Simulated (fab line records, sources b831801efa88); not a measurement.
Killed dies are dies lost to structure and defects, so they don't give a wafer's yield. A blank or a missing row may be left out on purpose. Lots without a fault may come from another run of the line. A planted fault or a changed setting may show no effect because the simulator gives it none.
Which tool did it? | flow sky130 | 14 lots, 42 wafers sampled, at 4 steps of a route of 708

WHAT THE GAUGES READ, wafer by wafer
SKY_SONOS_ONO_CD_MEAS_13: target cd 410 nm.
lot  | measured     | on        | cd_nm (nm)
L794 | day 13 06:01 | cd_sem-02 | 409.0 409.3 407.3
L795 | day 13 12:08 | cd_sem-01 | 410.3 411.6 409.9
L796 | day 13 15:31 | cd_sem-02 | 408.9 409.0 409.5
L798 | day 14 07:50 | cd_sem-02 | 408.3 409.1 407.8
L803 | day 16 05:47 | cd_sem-02 | 410.9 411.5 410.5
L804 | day 17 08:02 | cd_sem-02 | 406.8 407.0 406.9
L809 | day 18 05:55 | cd_sem-02 | 411.6 411.1 410.6
L810 | day 19 00:28 | cd_sem-01 | 411.9 411.9 412.4
L811 | day 19 00:11 | cd_sem-01 | 409.1 410.1 409.6
L812 | day 19 05:46 | cd_sem-01 | 410.4 410.6 410.2
L813 | day 20 13:23 | cd_sem-01 | 407.1 406.1 408.0
L814 | day 20 14:36 | cd_sem-02 | 406.8 405.0 405.0
L815 | day 20 13:42 | cd_sem-02 | 407.0 406.3 409.3
L816 | day 20 19:53 | cd_sem-01 | 408.9 407.8 411.4

SKY_LI_CONTACT_BOW_MEAS_03.
lot  | measured     | on            | LI_CONTACT_BOW (um)
L794 | day 28 11:57 | film_metro-03 | 55 59 58
L795 | day 28 14:52 | film_metro-04 | 48 56 68
L796 | day 29 00:31 | film_metro-02 | 47 60 48
L798 | day 30 09:47 | film_metro-02 | 61 47 70
L803 | day 31 23:04 | film_metro-02 | 43 56 45
L804 | day 32 19:32 | film_metro-02 | 54 58 59
L809 | day 33 08:47 | film_metro-04 | 54 46 44
L810 | day 34 04:20 | film_metro-04 | 52 50 49
L811 | day 34 02:13 | film_metro-04 | 53 46 53
L812 | day 34 07:43 | film_metro-04 | 52 62 70
L813 | day 35 08:04 | film_metro-03 | 65 66 58
L814 | day 35 11:37 | film_metro-03 | 53 51 65
L815 | day 35 10:33 | film_metro-03 | 55 44 61
L816 | day 35 15:19 | film_metro-04 | 59 50 44

WHICH TOOL RAN EACH LOT (tool, then ch and the chambers of the sampled wafers, then the start)
lot  | SKY_DNWELL_STRIP_08                 | SKY_LDD_HVP_PEB_05
L794 | plasma_asher-01 ch 0,1, day 3 14:37 | litho_track-02 ch 0, day 22 04:55
L795 | plasma_asher-01 ch 0,1, day 3 16:37 | litho_track-02 ch 0, day 22 07:59
L796 | plasma_asher-03 ch 1, day 3 21:42   | litho_track-03 ch 0, day 22 14:45
L798 | plasma_asher-03 ch 0,1, day 4 07:10 | litho_track-02 ch 0, day 24 04:01
L803 | plasma_asher-02 ch 1, day 5 10:58   | litho_track-03, day 25 19:37
L804 | plasma_asher-01 ch 0,1, day 5 14:30 | litho_track-03, day 26 15:18
L809 | plasma_asher-03 ch 0,1, day 6 20:10 | litho_track-03 ch 0, day 27 10:27
L810 | plasma_asher-02 ch 0,1, day 7 02:07 | litho_track-02 ch 0, day 28 06:10
L811 | plasma_asher-01 ch 0,1, day 7 09:07 | litho_track-03 ch 0, day 28 04:46
L812 | plasma_asher-01 ch 0,1, day 7 12:47 | litho_track-03 ch 0, day 28 09:15
L813 | plasma_asher-01 ch 0,1, day 7 19:55 | litho_track-02 ch 0, day 29 12:32
L814 | plasma_asher-03 ch 0,1, day 7 22:01 | litho_track-02 ch 0, day 29 15:52
L815 | plasma_asher-02 ch 0,1, day 8 12:17 | litho_track-02 ch 0, day 29 14:46
L816 | plasma_asher-01 ch 0,1, day 8 12:37 | litho_track-02 ch 0, day 29 22:05
- SKY_DNWELL_STRIP_08: strips in O2/N2.
- SKY_LDD_HVP_PEB_05

WHAT THE TOOLS THEMSELVES READ (means of the sampled wafers that have a number; where no wafer has one, the mark that the record gives instead)
SKY_DNWELL_STRIP_08.
lot  | tool            | drypump_motor_current_A (A) | oes_product_au (a.u.) | strip_time_to_endpoint_s (s)
L794 | plasma_asher-01 | 5.79                        | 0.723                 | 37.16
L795 | plasma_asher-01 | 5.73                        | 0.718                 | 36.99
L796 | plasma_asher-03 | 5.71                        | 0.724                 | 36.98
L798 | plasma_asher-03 | 5.52                        | 0.719                 | 36.90
L803 | plasma_asher-02 | 5.50                        | 0.722                 | 36.96
L804 | plasma_asher-01 | 5.69                        | 0.721                 | 37.04
L809 | plasma_asher-03 | 5.52                        | 0.724                 | 36.91
L810 | plasma_asher-02 | 5.54                        | 0.723                 | 36.79
L811 | plasma_asher-01 | 5.77                        | 0.723                 | 36.73
L812 | plasma_asher-01 | 5.68                        | 0.722                 | 36.95
L813 | plasma_asher-01 | 5.68                        | 0.723                 | 36.90
L814 | plasma_asher-03 | 5.33                        | 0.715                 | 36.92
L815 | plasma_asher-02 | 5.59                        | 0.723                 | 37.04
L816 | plasma_asher-01 | 5.77                        | 0.721                 | 36.82

SKY_LDD_HVP_PEB_05.
lot  | tool           | exhaust_pa (Pa)
L794 | litho_track-02 | 45.3
L795 | litho_track-02 | 43.8
L796 | litho_track-03 | 45.0
L798 | litho_track-02 | 43.8
L803 | litho_track-03 | -
L804 | litho_track-03 | -
L809 | litho_track-03 | 44.3
L810 | litho_track-02 | 46.2
L811 | litho_track-03 | 44.5
L812 | litho_track-03 | 45.2
L813 | litho_track-02 | 47.1
L814 | litho_track-02 | 46.6
L815 | litho_track-02 | 45.2
L816 | litho_track-02 | 46.0

THE ANSWER, worked out from the rows above alone
Rule: what is usual is taken from the lots themselves. Put in order of their means at a reading, lots are off if they are a third of the lots or fewer, leave a main group of 4 or more, and stand apart from it by a gap of 3 or more times the standard deviation of the main group's means; of several such gaps the widest counts. A main group whose means are all the same, to the digits that the tables above print for the reading, isn't used. A lot without any number at a reading at which 4 lots or more have one is off too. The other lots that the step has rows for count as sound. The gauges are gone through in route order, then the tools' own readings, and for those a lot's mean is taken as printed above. The first step at which some lot is off is used, and at that step the reading that is off furthest; a lot without a number counts as furthest.
Off: L803, L804, at SKY_LDD_HVP_PEB_05 (exhaust_pa). Without a number there: L803, L804. The main group: mean 45.2 Pa, standard deviation 1.
A tool fits if, at that step or a process step before it, it ran every lot that is off, and no sound lot after the first of them. None of those tried fits.

WHAT THE SIMULATOR HAD PUT IN
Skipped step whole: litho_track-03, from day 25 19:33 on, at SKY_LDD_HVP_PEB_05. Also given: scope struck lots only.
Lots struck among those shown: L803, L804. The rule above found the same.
